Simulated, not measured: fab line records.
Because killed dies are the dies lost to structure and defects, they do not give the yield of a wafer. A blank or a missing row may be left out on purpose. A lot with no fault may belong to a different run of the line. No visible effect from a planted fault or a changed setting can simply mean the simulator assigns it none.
Split-lot experiment | flow sky130 | route with 708 steps; 5 lots, 23 wafers read

## THE SPLIT ITSELF
At SKY_VIA2_COAT_07 (resist thk 450 nm), the setting spinRpm was moved away from the recipe's 3000 rpm on 8 of the 23 wafers read, by -2.2% to +5.6%. The other wafers ran this setting at the recipe's value.

## FROM SPLIT TO READING: 1 step shown by the file between the two
- SKY_VIA2_ETCH_14: etches BARC in N2/H2, stops on SiO2, time 45.9 s, target depth 60 nm (also split here: biasW)

## THE READING
KrF-thick_of_VIA2_COAT_07.thkNm (the simulator's own value, which no gauge read), in nm, at SKY_VIA2_ETCH_15 (etches SiO2 in C4F8/O2/Ar, stops on TiN, target depth 546 nm, time 84 s). The file gives no usual value for it. Across the 15 wafers here that went through the recipe, the average is 281.2 nm and the standard deviation 1.8 nm.

wafer  | tool, chamber at the split | spinRpm as run, rpm | against the recipe | KrF-thick_of_VIA2_COAT_07.thkNm, nm | against lot-mates on the recipe
L076.2 | lithoTrack-03, 0           | 2934                | -2.2%              | 287                                 | +5.9
L076.3 | lithoTrack-03, 0           | 2934                | -2.2%              | 286.2                               | +5.1
L076.4 | lithoTrack-03, 0           | 2934                | -2.2%              | 285.1                               | +4.0
L076.5 | lithoTrack-03, 0           | 3000                | recipe             | 282.1                               | -
L076.6 | lithoTrack-03, 0           | 3000                | recipe             | 280.2                               | -
L079.1 | lithoTrack-04, 0           | 2935                | -2.2%              | 286.3                               | +6.7
L079.2 | lithoTrack-04, 0           | 3000                | recipe             | 279.9                               | -
L079.3 | lithoTrack-04, 0           | 2935                | -2.2%              | 287.5                               | +7.9
L079.4 | lithoTrack-04, 0           | 3000                | recipe             | 278.9                               | -
L079.5 | lithoTrack-04, 0           | 3000                | recipe             | 280                                 | -
L081.1 | lithoTrack-03, 0           | 3000                | recipe             | 281.9                               | -
L081.2 | lithoTrack-03, 0           | 3000                | recipe             | 281.5                               | -
L081.6 | lithoTrack-03, 0           | 3000                | recipe             | 285.1                               | -
L080.1 | lithoTrack-01, 0           | 3000                | recipe             | 283.6                               | -
L080.3 | lithoTrack-01, 0           | 3167                | +5.6%              | 269.3                               | -12.4
L080.4 | lithoTrack-01, 0           | 3000                | recipe             | 279.8                               | -
L080.5 | lithoTrack-01, 0           | 3167                | +5.6%              | 267.7                               | -14.0
L080.6 | lithoTrack-01, 0           | 3167                | +5.6%              | 270.2                               | -11.5
L085.1 | lithoTrack-03, 0           | 3000                | recipe             | 283.4                               | -
L085.2 | lithoTrack-03, 0           | 3000                | recipe             | 279                                 | -
L085.4 | lithoTrack-03, 0           | 3000                | recipe             | 279.3                               | -
L085.5 | lithoTrack-03, 0           | 3000                | recipe             | 281.7                               | -
L085.6 | lithoTrack-03, 0           | 3000                | recipe             | 281.1                               | -

FIT RESULTS
A straight line over all 23 wafers: KrF-thick_of_VIA2_COAT_07.thkNm changes by -2.23 nm for each +1% of spinRpm; r = -0.96; the points scatter about the line by 1.6 nm.
The same after taking each lot's own level away (the mean of its wafers on the recipe; 23 wafers): -2.37 nm for each +1%; r = -0.97; scatter 1.5 nm.
According to that fit, moving spinRpm by its largest amount changes the reading by 13 nm.
The span of the lots' own levels, 279.60 to 282.83 nm, comes to 1.8 times the standard deviation stated above.
The two slopes are in agreement: the lot-to-lot level therefore moves the slope only a little.
Check: -13.2 nm against its lot-mates is what the line predicts for one of the wafers moved furthest among these (+5.6%) when that wafer is left out of the fit. It came out at -12.4 nm against them.

## FURTHER SPLITS ON THESE WAFERS
These wafers also went through other splits before the reading. Each is held against what the fit with the lots' levels taken away leaves over:
other split on the same wafers | wafers away from the commonest value | r with KrF-thick_of_VIA2_COAT_07.thkNm (lot level and that fit taken away)
SKY_VIA1_SPUTTER_20 powerW     | 8                                    | -0.15
SKY_METAL2_SPUTTER_01 powerW   | 7                                    | +0.15
SKY_VIA2_HDPCVD_00 timeS       | 8                                    | +0.24
SKY_VIA2_ETCH_14 biasW         | 6                                    | -0.15

## THE WHOLE CHAIN: every reading that the file lists as answering this split, in the file's order
step              | what it does                                                            | reading                                                                          | change (the file's fit)              | r (the file's)
SKY_VIA2_COAT_07  | resist thk 450 nm                                                       | KrF-thick_of_VIA2_COAT_07.thkNm (the simulator's own value, which no gauge read) | -2.15 nm for each +1% of the setting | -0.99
SKY_VIA2_ETCH_14  | etches BARC in N2/H2, stops on SiO2, time 45.9 s, target depth 60 nm    | KrF-thick_of_VIA2_COAT_07.thkNm (the simulator's own value, which no gauge read) | -2.22 nm for each +1% of the setting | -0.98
SKY_VIA2_ETCH_15  | etches SiO2 in C4F8/O2/Ar, stops on TiN, target depth 546 nm, time 84 s | KrF-thick_of_VIA2_COAT_07.thkNm (the simulator's own value, which no gauge read) | -2.39 nm for each +1% of the setting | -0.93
SKY_VIA2_STRIP_16 | strips in O2/N2                                                         | stripTimeToEndpointS                                                             | withheld for each +1% of the setting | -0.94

## THE FILE'S OWN FIT
KrF-thick_of_VIA2_COAT_07.thkNm changes by -2.39 nm for each +1% of spinRpm, r = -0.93.
